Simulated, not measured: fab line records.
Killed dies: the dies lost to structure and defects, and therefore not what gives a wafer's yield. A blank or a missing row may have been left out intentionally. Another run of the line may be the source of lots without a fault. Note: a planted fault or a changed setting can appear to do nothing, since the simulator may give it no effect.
One fault seen from 2 desks / flow sky130 / what lay behind the numbers comes last; until then each desk has only its own

## THE METROLOGY DESK
Means of the sampled wafers that have a number, per lot and without regard to the tool the lot ran on: this is what the gauges read. If a lot's mean is further than 4 standard deviations from the usual mean, the lot is out of limits and carries the mark OUT (the distance appears in the brackets).
Columns: A = LDD_LDN_TW at SKY_LDD_LDN_TW_MEAS_13, usual 1488
lot=L105; first seen here=day 22 15:53; A=1505
lot=L106; first seen here=day 23 01:22; A=1508
lot=L107; first seen here=day 23 02:23; A=1501
lot=L108; first seen here=day 23 21:47; A=1506
lot=L109; first seen here=day 24 06:58; A=1472
lot=L113; first seen here=day 26 09:44; A=1476
lot=L119; first seen here=day 27 19:10; A=1505
lot=L120; first seen here=day 28 02:05; A=1467
lot=L122; first seen here=day 28 19:37; A=1474
lot=L124; first seen here=day 29 12:32; A=1483
lot=L126; first seen here=day 29 22:38; A=1479
lot=L128; first seen here=day 30 18:23; A=1477
Result from this desk: across the 12 lots, nothing is out of limits.

## THE TOOL OWNER'S DESK: plasma-asher-04
The tool's own readings at SKY_SD_N_STRIP_11 (strips in O2/N2): means of the sampled wafers that have a number, for each lot that ran on this tool. If a lot's mean is further than 4 standard deviations from the usual mean, the lot is out of limits and carries the mark OUT (the distance appears in the brackets).
Columns: A = drypump-motor-current-A at SKY_SD_N_STRIP_11, usual 5.7 A; B = oes-product-au at SKY_SD_N_STRIP_11, usual 0.525 a.u.; C = strip-time-to-endpoint-s at SKY_SD_N_STRIP_11, usual 22.69 s
lot=L105; first seen here=day 27 15:50; A=6.0; B=0.527; C=22.73
lot=L109; first seen here=day 29 02:32; A=5.4; B=0.526; C=22.61
lot=L113; first seen here=day 31 10:11; A=5.4; B=0.303 (-49) OUT; C=-
lot=L128; first seen here=day 35 04:59; A=6.0; B=0.525; C=22.70
Finding of this desk: L113 out of limits; the first was L113 at day 31 10:11, on oes-product-au at SKY_SD_N_STRIP_11. Within limits: L105, L109, L128.

## TAKEN TOGETHER
The tool owner's desk could have raised an alarm at day 31 10:11, on L113.
From the metrology desk's view, nothing was out of limits.
The metrology desk holds a record of L113, inside its limits.
Of the lots named, all ran SKY_SD_N_STRIP_11 on plasma-asher-04.

## WHAT THE SIMULATOR HAD INSERTED
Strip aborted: plasma-asher-04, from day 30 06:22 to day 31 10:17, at SKY_SD_N_STRIP_11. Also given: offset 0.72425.
Lots struck among those shown: L113.
Each desk's first reading out of limits, in hours after the fault started: the tool owner's desk, 28.
